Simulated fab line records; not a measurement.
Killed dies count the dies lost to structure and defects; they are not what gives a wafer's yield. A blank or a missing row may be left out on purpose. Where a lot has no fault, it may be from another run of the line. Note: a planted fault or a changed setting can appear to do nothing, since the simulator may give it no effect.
fab line records | flow sky130
record lots=11 wafers=33 lastDay=51
route steps=708 shown FIELD_ISO@3 NWELL@33 PWDE@55
lots untouched by any fault: they come from a run of this same line in which no faults occurred
startH: hours from the record's opening day to when the first of the lot's shown wafers began | waitH: how many hours have passed since the lot's step before this one | " repeats the value in the row above | L1.1+2: a single row standing in for several wafers | - either no value or no given start | * or withheld: withheld | < > ~ a bound
route shown NAME@n: names a module that has steps shown in the file, with the first one's number in the route | usual: the fault-free wafers' mean and standard deviation | same: alike in all rows | chamber/n: place in a boat | sites: per-site readings | _std_site: the values' standard deviation | _edge_site: the outer-site mean with the inner-site mean subtracted | radiusMm: how far each site lies from the wafer's centre | mask NAME#n: copy n | behind: the last tool/chamber to shape the wafer | hold: cause of the lot's hold/its duration in hours/its outcome | device: the transistor (n, p or np) that didn't switch | end of line: tests run on the same wafers once the route is complete | step lacking rows: just its recipe | killed: the dies lost at the first sort to structure and to defects; this is not the yield of the wafer | map: per-die view of a wafer (x killed, . not killed, _ where there is no die)
set.NAME: the setting that was run; set.NAME@STEP: the one run at that earlier step | model.NAME: the simulator's own value behind a step, which no gauge read
a sample of lots followed through the steps of the route, with each step as a table and each wafer as a row
services: a tool's chamber out of use, with start hour (startH, from the record's first day; less than 0 if before it), hours out, and reason
## steps
# step SKY_FIELD_ISO_THK_MEAS_02
# recipe reads=SiO2_of_FIELD_ISO_OXIDATION_01
# usual FIELD_ISO_OXIDATION_00_THK=11.61/0.19
# columns lot.wafer tool chamber startH waitH FIELD_ISO_OXIDATION_00_THK[nm]
L372.3 filmMetro-04 - 16.65 0.0 11.53
L372.4 " - " " 11.46
L372.5 " - " " 11.40
L373.2 filmMetro-04 - 23.69 0.0 11.67
L373.3 " - " " 11.84
L373.5 " - " " 11.58
L377.1 filmMetro-01 - 36.69 0.0 11.27
L377.2 " - " " 11.36
L377.4 " - " " 11.41
L378.1 filmMetro-04 - 41.63 0.0 11.41
L378.2 " - " " 11.67
L378.6 " - " " 11.74
L384.1 filmMetro-04 - 71.63 0.0 11.38
L384.2 " - " " 11.57
L384.5 " - " " 11.44
L385.3 filmMetro-03 - 77.73 0.0 11.51
L385.4 " - " " 11.43
L385.6 " - " " 11.76
L388.3 filmMetro-03 - 91.65 0.0 11.64
L388.4 " - " " 11.53
L388.6 " - " " 11.54
L389.3 filmMetro-04 - 96.65 0.0 11.26
L389.4 " - " " 11.41
L389.5 " - " " 11.55
L390.2 filmMetro-01 - 101.64 0.0 11.63
L390.4 " - " " 11.38
L390.6 " - " " 11.59
L391.3 filmMetro-04 - 106.65 0.0 11.82
L391.5 " - " " 12.03
L391.6 " - " " 11.69
L395.1 filmMetro-03 - 126.63 0.0 12.09
L395.2 " - " " 12.06
L395.6 " - " " 12.03
# step SKY_FIELD_ISO_ETCH_15
# recipe chemistry=CHF3/O2 targetDepthNm=180 stopOn=Si sourceW=600 biasW=200 pressureMtorr=40 chf3FlowSccm=50 O2_flow_sccm=5 timeS=72
# usual O2_flow_sccm=5.002/0.015 chf3FlowSccm=50.00/0.16 drypumpMotorCurrentA=5.8/0.4 oesProductAu=0.942/0.0072 throttleValvePct=8.843/0.0094
# same timeS=72
# columns lot.wafer tool chamber startH waitH O2_flow_sccm chf3FlowSccm drypumpMotorCurrentA oesProductAu rfHoursCounterH throttleValvePct
L372.3 rieDiel-02 1 32.70 0.0 5.013 49.84 5.7 0.943 7 8.818
L372.4 " 3 " " 4.965 49.81 5.4 0.926 2 8.844
L372.5 " 2 " " 5.004 50.03 5.8 0.934 - 8.834
L373.2 rieDiel-03 3 42.30 0.0 5.021 50.16 6.4 0.950 37 8.853
L373.3 " 2 " " 5.005 49.93 6.4 0.949 3 8.845
L373.5 " 2 " " 4.989 49.75 6.4 0.937 - 8.837
L377.1 rieDiel-03 0 55.23 0.0 5.012 49.79 5.6 0.925 149 8.832
L377.2 " 2 " " 5.016 50.44 6.4 0.935 3 8.835
L377.4 " 0 " " 4.998 49.68 5.5 0.937 - 8.835
L378.1 rieDiel-01 2 58.55 0.0 5.022 49.83 5.4 0.936 3 8.843
L378.2 " 3 " " 5.016 49.85 4.9 0.947 100 8.845
L378.6 " 0 " " 5.005 50.01 5.8 0.945 - 8.866
L384.1 rieDiel-01 2 90.93 0.0 5.005 49.98 5.4 0.945 4 8.842
L384.2 " 3 " " 4.996 50.06 4.9 0.939 100 8.825
L384.5 " 2 " " 5.015 50.20 5.4 0.946 - 8.841
L385.3 rieDiel-03 1 96.43 0.0 5.005 50.09 5.9 0.950 1 8.842
L385.4 " 2 " " 4.979 49.75 6.4 0.946 4 8.830
L385.6 " 1 " " 5.005 49.95 5.8 0.935 - 8.845
L388.3 rieDiel-01 2 112.03 0.0 5.002 49.75 5.4 0.945 4 8.845
L388.4 " 1 " " 5.010 50.05 6.1 0.946 156 8.848
L388.6 " 3 " " 4.997 50.03 4.9 0.938 - 8.860
L389.3 rieDiel-02 3 115.95 0.0 4.986 49.81 5.4 0.943 3 8.856
L389.4 " 1 " " 5.028 50.11 5.7 0.938 9 8.859
L389.5 " 1 " " 5.015 50.02 5.7 0.943 - 8.836
L390.2 rieDiel-02 3 122.58 0.0 5.027 49.89 5.4 0.935 3 8.831
L390.4 " 2 " " 4.996 49.83 5.8 0.950 59 8.841
L390.6 " 0 " " 4.998 49.98 5.9 0.938 - 8.851
L391.3 rieDiel-01 1 127.05 0.0 5.005 49.98 6.1 0.951 156 8.848
L391.5 " 2 " " 4.981 49.99 5.4 0.948 - 8.857
L391.6 " 1 " " 5.009 49.93 6.1 0.953 - 8.838
L395.1 rieDiel-03 3 147.73 0.0 4.981 49.87 6.4 0.924 40 8.825
L395.2 " 2 " " 4.974 49.80 6.4 0.931 5 8.840
L395.6 " 3 " " 4.988 49.78 6.4 0.936 - 8.837
# step SKY_NWELL_OXIDATION_01
# recipe tempC=900 ambient=O2 stabiliseS=600 purgeS=300 targetThkA=100 oxTimeS=1418
# usual spikeTcBottomC=921/3.8 spikeTcCentreC=899.8/1 spikeTcLowerC=899.6/1.1 spikeTcTopC=911.9/1.1 spikeTcUpperC=901.6/1.1 tubeCenterTempC=899.99/0.086 tube_center_temp_C_max=902.3/0.38
# columns lot.wafer tool chamber startH waitH spikeTcBottomC spikeTcCentreC spikeTcLowerC spikeTcTopC spikeTcUpperC tubeCenterTempC tube_center_temp_C_max
L372.3 furnace-02 0 36.99 0.0 915 900.9 900.1 912.1 901.7 899.88 902.4
L372.4 " 0 " " 917 901.9 900.1 913.0 900.3 900.15 904.0
L372.5 " 0 " " 915 899.3 900.3 913.2 901.3 899.94 901.7
L373.2 furnace-02 0 48.08 1.3 917 900.8 900.0 912.1 900.9 899.91 902.5
L373.3 " 0 " " 917 899.9 899.4 912.3 900.1 899.99 902.2
L373.5 " 0 " " 916 899.1 899.7 912.9 900.3 900.07 902.6
L377.1 furnace-01 0 62.90 0.6 922 898.8 900.1 911.7 901.5 900.01 901.9
L377.2 " 0 " " 927 899.2 899.1 910.5 901.1 900 902.0
L377.4 " 0 " " 921 898.2 897.5 911.2 902.0 899.98 901.9
L378.1 furnace-02 0 63.81 0.0 918 900.8 900.1 912.7 902.8 900.08 903.0
L378.2 " 0 " " 917 901.6 898.8 911.3 900.4 899.97 902.1
L378.6 " 0 " " 917 900.9 901.0 911.1 899.9 900.09 902.3
L384.1 furnace-02 0 95.64 0.0 895 876.2 877.5 888.7 879.1 876.42 878.6
L384.2 " 0 " " 893 875.8 875.0 889.2 878.0 876.52 879.0
L384.5 " 0 " " 891 875.9 877.3 888.5 876.6 876.37 878.9
L385.3 furnace-02 0 100.81 0.0 891 876.8 877.4 889.7 876.6 876.7 879.1
L385.4 " 0 " " 893 878.0 876.9 889.8 878.4 876.41 878.8
L385.6 " 0 " " 895 876.0 877.8 889.9 878.7 876.53 879.8
L388.3 furnace-01 0 118.28 2.0 922 900.6 899.0 911.5 902.7 900.03 902.7
L388.4 " 0 " " 924 899.8 899.3 912.3 902.3 900.02 902.0
L388.6 " 0 " " 924 898.0 900.2 910.5 900.3 899.93 902.0
L389.3 furnace-01 0 122.84 0.4 923 899.7 897.6 912.1 901.4 900 902.2
L389.4 " 0 " " 925 900.0 900.0 912.9 902.5 900.04 902.1
L389.5 " 0 " " 924 900.4 900.1 910.4 901.7 899.96 902.5
L390.2 furnace-01 0 126.92 0.0 924 898.0 899.0 910.8 901.5 900.09 901.8
L390.4 " 0 " " 923 900.3 900.7 912.1 901.0 900.04 902.6
L390.6 " 0 " " 922 897.1 898.3 911.6 902.7 900.11 902.8
L391.3 furnace-01 0 133.49 0.9 924 897.9 901.8 911.7 899.8 900.13 902.8
L391.5 " 0 " " 923 900.4 898.7 911.7 903.6 899.96 902.1
L391.6 " 0 " " 924 899.6 901.1 909.3 904.1 900.1 902.4
L395.1 furnace-01 0 152.44 0.4 925 901.0 899.9 914.0 900.8 899.88 902.5
L395.2 " 0 " " 924 898.0 899.4 914.4 902.7 899.97 902.3
L395.6 " 0 " " 923 902.3 899.0 911.9 901.4 899.92 902.1
# step SKY_NWELL_THK_MEAS_02
# recipe reads=SiO2_of_NWELL_OXIDATION_01
# usual NWELL_OXIDATION_THK=10.01/0.19
# columns lot.wafer tool chamber startH waitH NWELL_OXIDATION_THK[nm]
L372.3 filmMetro-03 - 38.41 0.0 9.86
L372.4 " - " " 9.86
L372.5 " - " " 9.99
L373.2 filmMetro-02 - 49.48 0.0 10.07
L373.3 " - " " 10.19
L373.5 " - " " 10.13
L377.1 filmMetro-01 - 64.29 0.0 9.99
L377.2 " - " " 10.08
L377.4 " - " " 10.11
L378.1 filmMetro-02 - 65.20 0.0 10.18
L378.2 " - " " 10.18
L378.6 " - " " 9.97
L384.1 filmMetro-01 - 97.04 0.0 7.74
L384.2 " - " " 7.58
L384.5 " - " " 7.52
L385.3 filmMetro-02 - 102.22 0.0 7.56
L385.4 " - " " 7.27
L385.6 " - " " 7.48
L388.3 filmMetro-01 - 119.69 0.0 10.45
L388.4 " - " " 10.22
L388.6 " - " " 10.46
L389.3 filmMetro-01 - 124.25 0.0 9.84
L389.4 " - " " 9.81
L389.5 " - " " 9.78
L390.2 filmMetro-02 - 128.32 0.0 10.10
L390.4 " - " " 9.98
L390.6 " - " " 10.02
L391.3 filmMetro-01 - 134.90 0.0 10.10
L391.5 " - " " 10.10
L391.6 " - " " 10.12
L395.1 filmMetro-02 - 153.84 0.0 9.86
L395.2 " - " " 9.77
L395.6 " - " " 9.81
# step SKY_PWDE_TW_MEAS_10
# usual PWDE_TW=369/6
# columns lot.wafer tool chamber startH waitH PWDE_TW
L372.3 filmMetro-02 - 70.23 0.1 378
L372.4 " - " " 377
L372.5 " - " " 381
L373.2 filmMetro-01 - 81.33 0.1 368
L373.3 " - " " 367
L373.5 " - " " 367
L377.1 filmMetro-01 - 97.71 0.1 367
L377.2 " - " " 365
L377.4 " - " " 367
L378.1 filmMetro-02 - 98.66 0.1 377
L378.2 " - " " 377
L378.6 " - " " 380
L384.1 filmMetro-02 - 133.77 0.1 379
L384.2 " - " " 379
L384.5 " - " " 377
L385.3 filmMetro-01 - 139.48 0.1 368
L385.4 " - " " 367
L385.6 " - " " 365
L388.3 filmMetro-02 - 158.19 0.1 382
L388.4 " - " " 381
L388.6 " - " " 379
L389.3 filmMetro-02 - 163.58 0.1 381
L389.4 " - " " 379
L389.5 " - " " 380
L390.2 filmMetro-01 - 167.11 0.1 366
L390.4 " - " " 366
L390.6 " - " " 366
L391.3 filmMetro-03 - 175.14 0.1 365
L391.5 " - " " 365
L391.6 " - " " 365
L395.1 filmMetro-01 - 195.77 0.1 368
L395.2 " - " " 367
L395.6 " - " " 366
## services
# columns tool chamber startH hours kind
furnace-01 - 12.80 3.9 pm
furnace-02 - 18.04 3.3 pm
rieDiel-03 1 28.73 - clean
rieDiel-03 1 28.73 33.6 scheduledDown
rieDiel-03 1 28.73 33.6 ventCycle
rieDiel-03 2 59.01 2.3 repair
furnace-02 - 102.20 4.3 pm
rieDiel-02 3 102.79 3.7 repair
rieDiel-01 1 140.03 1.5 repair
rieDiel-01 1 141.58 - clean
rieDiel-01 1 141.58 20.1 scheduledDown
rieDiel-01 1 141.58 20.1 ventCycle
## key
firstSign step=SKY_NWELL_OXIDATION_01 reading=tubeCenterTempC direction=down sigmas=99+ usual=* struck=*
effect step=SKY_NWELL_OXIDATION_01 reading=tube_center_temp_C_max direction=down sigmas=61 usual=* struck=*
effect step=SKY_NWELL_THK_MEAS_02 reading=NWELL_OXIDATION_THK direction=down sigmas=13 usual=10.01 struck=7.53
metAt SKY_NWELL_OXIDATION_01
struckLots L384,L385
testerLeftOut L384,L385
notActingAt SKY_FIELD_ISO_THK_MEAS_02,SKY_FIELD_ISO_ETCH_15,SKY_PWDE_TW_MEAS_10
onsetBetween 63.81 95.64
fault kind=processParameterDrift tool=furnace-02 chamber=- onsetH=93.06 steps=SKY_NWELL_OXIDATION_01 channel=tempC offset=* shape=step endH=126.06 actsIn=* stated=*
# testerLeftOut: of these lots the tester's yield and bins aren't shown, on N5 and GAA mostly nor the transistor test; their killed dies are dies lost to structure and defects alone, not to doping, threshold or leakage, so they don't give the yield
